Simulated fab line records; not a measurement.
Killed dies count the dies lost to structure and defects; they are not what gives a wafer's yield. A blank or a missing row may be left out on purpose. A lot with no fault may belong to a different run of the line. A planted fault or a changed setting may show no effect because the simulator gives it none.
Matching of chambers | flow sfq_line | rie_diel-01 running SFQ_TRILAYER_I2_VIA_BARC_OPEN_VIA_ETCH_096: 4 sister chambers
The step etches BARC in O2, target depth 125 nm, time 41.7 s. 14 wafers are shown with their chamber, then 7 later ones without.

== WAFERS WITH THEIR CHAMBER ==
wafer  | chamber | drypump_motor_current_A (A) | bias_w (W) | oes_product_au (a.u.)
L503.2 | 0       | 6.6                         | 79.85      | 0.687
L503.3 | 2       | 5.7                         | 79.93      | 0.691
L503.6 | 3       | 6.0                         | 80.10      | 0.678
L507.1 | 0       | 6.6                         | 79.63      | 0.678
L507.3 | 1       | 6.2                         | 79.65      | 0.690
L507.4 | 2       | 5.6                         | 80.10      | 0.678
L510.1 | 1       | 6.2                         | 80.03      | 0.678
L510.4 | 3       | 6.0                         | 79.67      | 0.694
L510.5 | 0       | 6.6                         | 80.14      | 0.675
L511.2 | 0       | 6.5                         | 79.67      | 0.692
L511.4 | 1       | 6.2                         | 79.57      | 0.685
L511.5 | 3       | 6.0                         | 79.52      | 0.689
L512.1 | 2       | 5.6                         | 80.19      | 0.681
L512.2 | 3       | 6.0                         | 79.79      | 0.694

SIGNATURES (averages over the wafers above)
reading                 | chamber 0 | chamber 1 | chamber 2 | chamber 3 | scatter within a chamber
drypump_motor_current_A | 6.575     | 6.200     | 5.633     | 6.000     | 0.0376
bias_w                  | 79.8225   | 79.7500   | 80.0733   | 79.7700   | 0.223
oes_product_au          | 0.68300   | 0.68433   | 0.68333   | 0.68875   | 0.00723
Rule: a wafer's distance from a chamber is the root of the sum, over the readings, of the square of ((its reading less the chamber's mean) divided by the reading's scatter). If the next closest chamber is less than 2 further off than the closest, the wafer can't be placed; otherwise it belongs to the closest. The scatter: take each reading less its chamber's mean, square it, sum over the shown wafers, divide by the number of wafers less the number of chambers, and take the root.

== WAFERS WHOSE CHAMBER IS MISSING ==
wafer  | drypump_motor_current_A (A) | bias_w (W) | oes_product_au (a.u.)
L512.5 | 6.2                         | 80.24      | 0.688
L515.1 | 6.2                         | 80.55      | 0.690
L515.5 | 5.6                         | 80.10      | 0.679
L515.6 | 6.2                         | 80.30      | 0.685
L521.1 | 6.6                         | 80.23      | 0.682
L521.3 | 5.7                         | 79.86      | 0.689
L521.5 | 5.6                         | 80.10      | 0.687

== EACH ONE'S CHAMBER ==
wafer  | from the rows above | in truth
L512.5 | 1                   | 1
L515.1 | 1                   | 1
L515.5 | 2                   | 2
L515.6 | 1                   | 1
L521.1 | 0                   | 0
L521.3 | 2                   | 2
L521.5 | 2                   | 2
Correct placement for 7 of the 7. Left unplaced by these rows: 0. 0 placed wrongly.
